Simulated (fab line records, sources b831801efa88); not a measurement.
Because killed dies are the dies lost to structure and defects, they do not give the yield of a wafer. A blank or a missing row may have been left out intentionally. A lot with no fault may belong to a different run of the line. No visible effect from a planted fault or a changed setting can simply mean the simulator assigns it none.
Which tool was responsible?    flow gf180mcu    42 wafers from 14 lots sampled at 4 of the route's 602 steps

## WHAT THE GAUGES READ, wafer by wafer
GF_V5_THK_MEAS_03.
lot   measured      on             V5_CVD_02_THK (nm)
L620  day 26 02:27  film-metro-03  1456 1446 1439
L621  day 26 06:37  film-metro-02  1445 1461 1448
L622  day 26 16:25  film-metro-03  1445 1470 1474
L624  day 27 14:56  film-metro-03  1425 1452 1455
L623  day 27 19:48  film-metro-02  1480 1460 1466
L626  day 28 19:44  film-metro-03  1454 1462 1473
L636  day 31 08:46  film-metro-02  1435 1472 1448
L637  day 31 08:59  film-metro-03  1427 1414 1466
L638  day 31 17:36  film-metro-02  1419 1478 1451
L639  day 31 22:23  film-metro-02  1465 1475 1473
L640  day 32 04:47  film-metro-03  1404 1423 1450
L641  day 32 08:06  film-metro-02  1433 1447 1464
L642  day 32 14:36  film-metro-04  1453 1468 1459
L643  day 32 18:33  film-metro-02  1439 1436 1461

GF_PASSIVATION_THK_MEAS_03.
lot   measured      on             PASSIVATION_CVD_02_THK (nm)
L620  day 27 22:49  film-metro-03  702 700 707
L621  day 28 01:47  film-metro-04  699 722 701
L622  day 28 11:37  film-metro-04  709 709 708
L624  day 29 08:38  film-metro-01  689 704 693
L623  day 29 12:51  film-metro-04  707 712 713
L626  day 30 11:55  film-metro-03  692 690 709
L636  day 32 22:20  film-metro-01  705 708 703
L637  day 32 22:44  film-metro-04  698 684 704
L638  day 33 06:32  film-metro-03  705 690 701
L639  day 33 11:05  film-metro-01  712 712 727
L640  day 33 17:05  film-metro-01  691 701 717
L641  day 33 19:08  film-metro-01  687 707 702
L642  day 34 01:36  film-metro-01  698 703 694
L643  day 34 05:37  film-metro-03  690 693 704

## EACH LOT AND THE TOOL THAT RAN IT (in order: tool; ch and the chambers of the sampled wafers; start)
lot   GF_CONTACT_STRIP_18                   GF_TOP_METAL_SPUTTER_00
L620  plasma-asher-01 ch 0,1, day 15 19:42  pvd-sputter-03, day 27 01:04
L621  plasma-asher-04 ch 0,1, day 16 01:36  pvd-sputter-03, day 27 05:09
L622  plasma-asher-04 ch 0,1, day 16 11:00  pvd-sputter-04, day 27 14:26
L624  plasma-asher-04 ch 0,1, day 17 14:22  pvd-sputter-03, day 28 12:15
L623  plasma-asher-04 ch 0,1, day 17 19:43  pvd-sputter-04, day 28 16:11
L626  plasma-asher-04 ch 0,1, day 19 00:14  pvd-sputter-01, day 29 15:50
L636  plasma-asher-03 ch 0,1, day 22 07:16  pvd-sputter-01, day 32 03:56
L637  plasma-asher-04 ch 0,1, day 22 07:22  pvd-sputter-04, day 32 04:17
L638  plasma-asher-04 ch 0,1, day 22 16:58  pvd-sputter-01, day 32 12:14
L639  plasma-asher-01 ch 0,1, day 23 02:03  pvd-sputter-03, day 32 17:55
L640  plasma-asher-04 ch 0, day 23 11:16    pvd-sputter-04, day 32 23:56
L641  plasma-asher-01 ch 0,1, day 23 12:16  pvd-sputter-01, day 33 02:03
L642  plasma-asher-04 ch 0,1, day 23 21:49  pvd-sputter-04, day 33 08:27
L643  plasma-asher-03 ch 0,1, day 24 06:13  pvd-sputter-04, day 33 12:59
- GF_CONTACT_STRIP_18: strips in O2/N2.
- GF_TOP_METAL_SPUTTER_00: material Ti, target thk 37.5 nm, time 150 s.

## AS READ BY THE TOOLS THEMSELVES (means over the sampled wafers that have a number; for cases with no such wafer, the mark the record gives instead)
GF_CONTACT_STRIP_18.
lot   tool             drypump-motor-current-A (A)  heater-power-w (W)  o2-flow-sccm (sccm)  oes-product-au (a.u.)
L620  plasma-asher-01  5.8                          323                 3009                 0.580
L621  plasma-asher-04  5.2                          303                 2997                 0.578
L622  plasma-asher-04  5.2                          304                 2998                 0.580
L624  plasma-asher-04  5.2                          309                 3002                 0.578
L623  plasma-asher-04  5.2                          306                 2992                 0.574
L626  plasma-asher-04  5.2                          309                 3001                 0.581
L636  plasma-asher-03  5.8                          332                 2994                 0.576
L637  plasma-asher-04  5.2                          303                 3001                 0.575
L638  plasma-asher-04  5.2                          306                 2999                 0.582
L639  plasma-asher-01  5.8                          316                 2995                 0.585
L640  plasma-asher-04  5.2                          312                 2995                 0.577
L641  plasma-asher-01  5.9                          342                 2994                 0.581
L642  plasma-asher-04  5.2                          303                 3013                 0.577
L643  plasma-asher-03  5.9                          342                 3015                 0.573

GF_TOP_METAL_SPUTTER_00.
lot   tool            throttle-valve-pct (%)
L620  pvd-sputter-03  29.2
L621  pvd-sputter-03  29.3
L622  pvd-sputter-04  29.5
L624  pvd-sputter-03  30.1
L623  pvd-sputter-04  29.8
L626  pvd-sputter-01  29.9
L636  pvd-sputter-01  30.6
L637  pvd-sputter-04  29.4
L638  pvd-sputter-01  31.4
L639  pvd-sputter-03  30.7
L640  pvd-sputter-04  29.3
L641  pvd-sputter-01  30.1
L642  pvd-sputter-04  29.6
L643  pvd-sputter-04  29.2

## THE ANSWER, worked out from the rows above alone
Rule: usual is defined by the lots themselves. The widest of any qualifying gaps counts: lots, ordered by their means at a reading, are off when they make up no more than a third of the lots, leave a main group of 4 or more, and stand apart from it by 3 or more times the standard deviation of that group's means. A main group is skipped when, at the precision printed for the reading in the tables above, its means are all equal. A lot without any number at a reading at which 4 lots or more have one is off too. All remaining lots with rows at the step are treated as sound. After the gauges, taken in route order, come the tools' own readings; for these a lot's mean is taken, as printed above. The first step at which some lot is off is used, and at that step the reading that is off furthest; a lot without a number counts as furthest.
Nothing can be told from this: no lot is off at any reading shown.

## WHAT WAS PUT IN BY THE SIMULATOR
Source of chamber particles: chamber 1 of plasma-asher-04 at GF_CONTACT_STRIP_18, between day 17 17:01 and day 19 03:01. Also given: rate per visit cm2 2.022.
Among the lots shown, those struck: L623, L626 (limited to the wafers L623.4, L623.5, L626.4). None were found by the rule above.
